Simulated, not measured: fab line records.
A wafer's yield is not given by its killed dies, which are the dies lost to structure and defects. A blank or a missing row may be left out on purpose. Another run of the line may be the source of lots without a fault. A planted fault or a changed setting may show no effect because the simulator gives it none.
Which of the tools did it?	flow sky130	6 lots, 18 wafers sampled, at 1 step of a route of 708

WHAT EACH GAUGE READ, for each wafer
SKY_CONTACT_THK_MEAS_03.
lot	measured	on	CONTACT_HDPCVD_THK (nm)
L340	day 31 05:49	film metro-01	574 563 568
L343	day 32 06:47	film metro-02	557 570 574
L348	day 34 15:25	film metro-02	567 576 563
L352	day 35 12:16	film metro-04	567 569 571
L356	day 36 11:50	film metro-02	575 568 570
L361	day 38 03:04	film metro-04	565 569 572

EACH LOT AND THE TOOL THAT RAN IT (in order: tool; ch and the chambers of the sampled wafers; start)
There is no process step in the record ahead of these readings.

THE ANSWER, worked out from the rows above alone
Rule: what is usual is taken from the lots themselves. The widest of any qualifying gaps counts: lots, ordered by their means at a reading, are off when they make up no more than a third of the lots, leave a main group of 4 or more, and stand apart from it by 3 or more times the standard deviation of that group's means. A main group whose means are all the same, to the digits that the tables above print for the reading, isn't used. A lot without any number at a reading at which 4 lots or more have one is off too. The other lots that the step has rows for count as sound.
No lot is off on any of the readings shown, so nothing can be concluded from this.

WHAT HAD BEEN PUT IN BY THE SIMULATOR
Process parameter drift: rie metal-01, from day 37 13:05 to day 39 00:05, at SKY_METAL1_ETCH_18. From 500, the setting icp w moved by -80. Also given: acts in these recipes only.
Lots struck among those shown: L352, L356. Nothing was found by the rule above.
